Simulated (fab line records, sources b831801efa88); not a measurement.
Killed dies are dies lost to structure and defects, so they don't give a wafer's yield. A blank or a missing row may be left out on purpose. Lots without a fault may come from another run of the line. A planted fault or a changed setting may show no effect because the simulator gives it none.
One fault seen from 2 desks | flow sky130 | each desk has only its own numbers; what lay behind them comes last

THE METROLOGY DESK
What the gauges read, lot by lot, whatever tool the lot ran on: means of the sampled wafers that have a number. A lot is out of limits, marked OUT, if its mean lies more than 4 standard deviations from the usual mean; the brackets give that distance.
Columns: A = VT_ADJUST_NCORE_TW at SKY_VT_ADJUST_NCORE_TW_MEAS_11, usual 215.9; B = SONOS_TUNNEL_OVL at SKY_SONOS_TUNNEL_OVL_MEAS_08, usual 0.1 nm; C = SONOS_ONO_OXIDATION_THK at SKY_SONOS_ONO_THK_MEAS_01, usual 2.60 nm; D = SONOS_ONO_OVL at SKY_SONOS_ONO_OVL_MEAS_14, usual -0.7 nm
lot  | first seen here | A     | B    | C               | D
L595 | day 9 01:38     | 217.4 | -0.2 | 2.57            | -0.1
L601 | day 11 00:11    | 216.1 | 0.9  | 2.86 (+4.2) OUT | -1.6
L604 | day 11 23:25    | 217.9 | -0.2 | 2.95 (+5.5) OUT | -3.2
L605 | day 11 23:30    | 216.9 | 0.7  | 2.59            | 0.6
L609 | day 13 14:19    | 217.5 | -0.3 | 2.44            | -0.2
L610 | day 13 21:21    | 217.3 | 0.4  | 2.54            | 1.8
L611 | day 14 06:12    | 217.0 | 1.4  | 2.59            | 0.4
L612 | day 14 13:21    | 215.6 | 0.2  | 2.68            | -2.2
L614 | day 15 02:59    | 215.3 | -1.2 | 2.61            | -0.1
L615 | day 15 06:09    | 216.0 | -0.0 | 2.59            | -0.6
L616 | day 15 17:23    | 217.4 | -1.4 | 2.59            | -1.2
L617 | day 16 00:46    | 214.0 | -0.1 | 2.64            | -1.1
This desk's finding: out of limits on L601, L604; first on L601, day 14 08:50 (SONOS_ONO_OXIDATION_THK at SKY_SONOS_ONO_THK_MEAS_01). In limits: L595, L605, L609, L610, L611, L612, L614, L615, L616, L617.

THE TOOL OWNER'S DESK: furnace-01
The tool's own readings at SKY_SONOS_ONO_OXIDATION_00 (stabilise 600 s, purge 300 s, target thk 2.6 nm): means of the sampled wafers that have a number, for each lot that ran on this tool. A lot is out of limits, marked OUT, if its mean lies more than 4 standard deviations from the usual mean; the brackets give that distance.
Columns: A = spike_tc_bottom_C at SKY_SONOS_ONO_OXIDATION_00, usual 822.6 C; B = spike_tc_centre_C at SKY_SONOS_ONO_OXIDATION_00, usual 801.3 C; C = spike_tc_lower_C at SKY_SONOS_ONO_OXIDATION_00, usual 800.3 C; D = spike_tc_top_C at SKY_SONOS_ONO_OXIDATION_00, usual 812 C; E = spike_tc_upper_C at SKY_SONOS_ONO_OXIDATION_00, usual 799.9 C; F = zone_power_upper_pct at SKY_SONOS_ONO_OXIDATION_00, usual 13.3 %
lot  | first seen here | A                | B                | C                | D   | E                | F
L595 | day 11 23:56    | 823.3            | 802.5            | 798.6            | 816 | 800.8            | 13.7
L601 | day 14 07:29    | 831.0 (+4.9) OUT | 808.5 (+6.5) OUT | 807.3 (+5.8) OUT | 823 | 808.4 (+5.7) OUT | 13.9
L604 | day 15 08:50    | 831.5 (+5.2) OUT | 809.1 (+7.1) OUT | 806.3 (+5.0) OUT | 822 | 807.5 (+5.1) OUT | 14.0
L610 | day 17 12:01    | 823.1            | 802.4            | 800.9            | 815 | 801.3            | 13.6
L611 | day 17 22:56    | 824.3            | 801.5            | 800.9            | 817 | 801.4            | 13.7
L612 | day 18 06:17    | 823.8            | 802.5            | 799.6            | 816 | 800.6            | 13.7
L616 | day 19 09:59    | 823.6            | 802.7            | 799.8            | 815 | 800.7            | 13.7
L617 | day 19 19:08    | 824.2            | 801.5            | 799.2            | 816 | 800.9            | 13.5
This desk's finding: out of limits on L601, L604; first on L601, day 14 07:29 (spike_tc_bottom_C at SKY_SONOS_ONO_OXIDATION_00). In limits: L595, L610, L611, L612, L616, L617.

PUT TOGETHER
The tool owner's desk could have raised an alarm at day 14 07:29, on L601, L604.
The metrology desk could have raised an alarm at day 14 08:50, on L601, L604.
Of the lots named, all ran SKY_SONOS_ONO_OXIDATION_00 on furnace-01.

WHAT THE SIMULATOR HAD PUT IN
Process parameter drift: furnace-01, from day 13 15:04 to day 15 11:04, at SKY_SONOS_ONO_OXIDATION_00. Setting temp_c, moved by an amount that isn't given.
Lots struck among those shown: L601, L604.
Hours from the fault's start to each desk's first reading out of limits: the tool owner's desk, 16; the metrology desk, 18.
